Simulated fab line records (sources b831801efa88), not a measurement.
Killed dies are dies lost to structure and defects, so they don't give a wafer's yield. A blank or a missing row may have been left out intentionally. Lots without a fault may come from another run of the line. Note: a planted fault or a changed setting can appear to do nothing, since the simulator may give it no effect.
Comparing a struck lot with a sound one    flow sky130    21 steps out of a route of 708
Sound: the wafers L158.1, L158.3, L158.4. Struck: wafers L161.1, L161.4, L161.6. Last of all comes the cause.
Each step with rows lists, per side, the tool, then ch with its chambers, then its first start. Under that, the readings that differ: sound wafers    struck wafers    difference of the means    sigmas: that difference in standard deviations of wafers without a fault.
alike: readings with means less than 2 such deviations apart, plus words and numbers identical on both sides. not compared: withheld readings, readings lacking a value on some wafer, bounds such as >300 that could conceal the same value, and numbers that have no deviation in the record and whose values overlap.
A row with sigmas, a row that says differs or no value, or rows on one side alone: a step with any of these is where the two part. When numbers do not overlap yet have no deviation, they are printed without sigmas and do not part them. A reading that every wafer of one side lacks parts them only if that side has two wafers or more.

first, 5 steps without rows for these wafers: SKY_VT_ADJUST_LVTN_COAT_02 (resist thk 3000 nm); SKY_VT_ADJUST_LVTN_SOFTBAKE_03; SKY_VT_ADJUST_LVTN_EXPOSE_04 (exposes mask NWM COMPLEMENT LESS NATIVE, target cd 840 nm); SKY_VT_ADJUST_LVTN_PEB_05; SKY_VT_ADJUST_LVTN_DEVELOP_06 (develop time 60 s).
SKY_VT_ADJUST_LVTN_OVL_MEAS_07:
  sound on overlay-01, day 11 00:41; struck on overlay-02, day 11 16:59
  alike: VT_ADJUST_LVTN_OVL
following that, these wafers have no rows for 1 step: SKY_VT_ADJUST_LVTN_IMPLANT_08.
SKY_VT_ADJUST_LVTN_STRIP_09: strips in O2/N2.
  sound on plasmaAsher-01 ch 0,1, day 11 00:52; struck on plasmaAsher-03 ch 0,1, day 11 17:10
  alike: drypumpMotorCurrentA, oesProductAu, stripTimeToEndpointS
  not compared: rfHoursCounterH
SKY_VT_ADJUST_LVTN_TW_MEAS_10:
  sound on filmMetro-04, day 11 00:58; struck on filmMetro-02, day 11 17:16
reading            sound              struck             difference  sigmas
VT_ADJUST_LVTN_TW  241.4 241.3 240.4  237.0 237.5 236.4  -4.1        -2
then, 3 steps without rows for these wafers: SKY_VT_ADJUST_LVTN_DEHYDRATE_11 (time 60 s); SKY_VT_ADJUST_LVTN_HMDS_12 (prime time 60 s); SKY_VT_ADJUST_LVTN_COAT_13 (resist thk 1140 nm).
SKY_VT_ADJUST_LVTN_SOFTBAKE_14: time 60 s.
  sound on lithoTrack-03 ch 0, day 11 12:11; struck on lithoTrack-03 ch 0, day 12 04:11
reading                sound              struck             difference  sigmas
heaterPowerTotalW (W)  56.54 56.63 56.56  53.21 53.21 53.20  -3.37       -69
plateTempC (C)         89.92 90.05 89.90  86.29 85.91 86.32  -3.78       -32
  alike: resistLineTempC
then, 2 steps without rows for these wafers: SKY_VT_ADJUST_LVTN_EXPOSE_15 (exposes mask HVN STD DERIVED, target cd 600 nm); SKY_VT_ADJUST_LVTN_PEB_16.
SKY_VT_ADJUST_LVTN_DEVELOP_17: develop time 60 s.
  sound on lithoTrack-01 ch 0, day 11 23:26; struck on lithoTrack-02 ch 0, day 12 16:19
reading                                             sound           struck          difference  sigmas
model.NOVOLAK_of_VT_ADJUST_LVTN_COAT_13.thkNm (nm)  1144 1145 1145  1147 1146 1147  +2          
  alike: resistLineTempC
SKY_VT_ADJUST_LVTN_OVL_MEAS_18:
  sound on overlay-02, day 11 23:35; struck on overlay-02, day 12 16:28
  alike: VT_ADJUST_LVTN_01_OVL
following that, these wafers have no rows for 1 step: SKY_VT_ADJUST_LVTN_IMPLANT_19.
SKY_VT_ADJUST_LVTN_STRIP_20: strips in O2/N2.
  sound on plasmaAsher-01 ch 0,1, day 11 23:46; struck on plasmaAsher-01 ch 0, day 12 16:39
  alike: drypumpMotorCurrentA, oesProductAu, stripTimeToEndpointS
  not compared: rfHoursCounterH
SKY_VT_ADJUST_LVTN_TW_MEAS_21:
  sound on filmMetro-04, day 11 23:52; struck on filmMetro-04, day 12 16:45
  alike: VT_ADJUST_LVTN_2_TW
-- a jump in the record: the struck wafers' starts before and after are 38 days apart (it breaks off in module VT_ADJUST_LVTN and resumes in module PAD_OPEN, where the first step shown is number 708 of the route) --
SKY_PAD_OPEN_PROBE_99:
  sound on prober-02, day 50 02:32; struck on prober-02, day 50 07:30
  alike: killed_at_M0_to_M3, killed_at_M4_up, killedAtContacts, killedAtFrontEnd, killedAtOther, killedDies, killedOpen, killedShort

== WHERE THEY PART ==
At SKY_VT_ADJUST_LVTN_TW_MEAS_10 first; at SKY_VT_ADJUST_LVTN_SOFTBAKE_14 last (within this record only). Later steps at which nothing parts them and some readings are alike: SKY_VT_ADJUST_LVTN_DEVELOP_17, SKY_VT_ADJUST_LVTN_OVL_MEAS_18, SKY_VT_ADJUST_LVTN_STRIP_20, SKY_VT_ADJUST_LVTN_TW_MEAS_21, SKY_PAD_OPEN_PROBE_99.

WHY: the cause the simulator had injected
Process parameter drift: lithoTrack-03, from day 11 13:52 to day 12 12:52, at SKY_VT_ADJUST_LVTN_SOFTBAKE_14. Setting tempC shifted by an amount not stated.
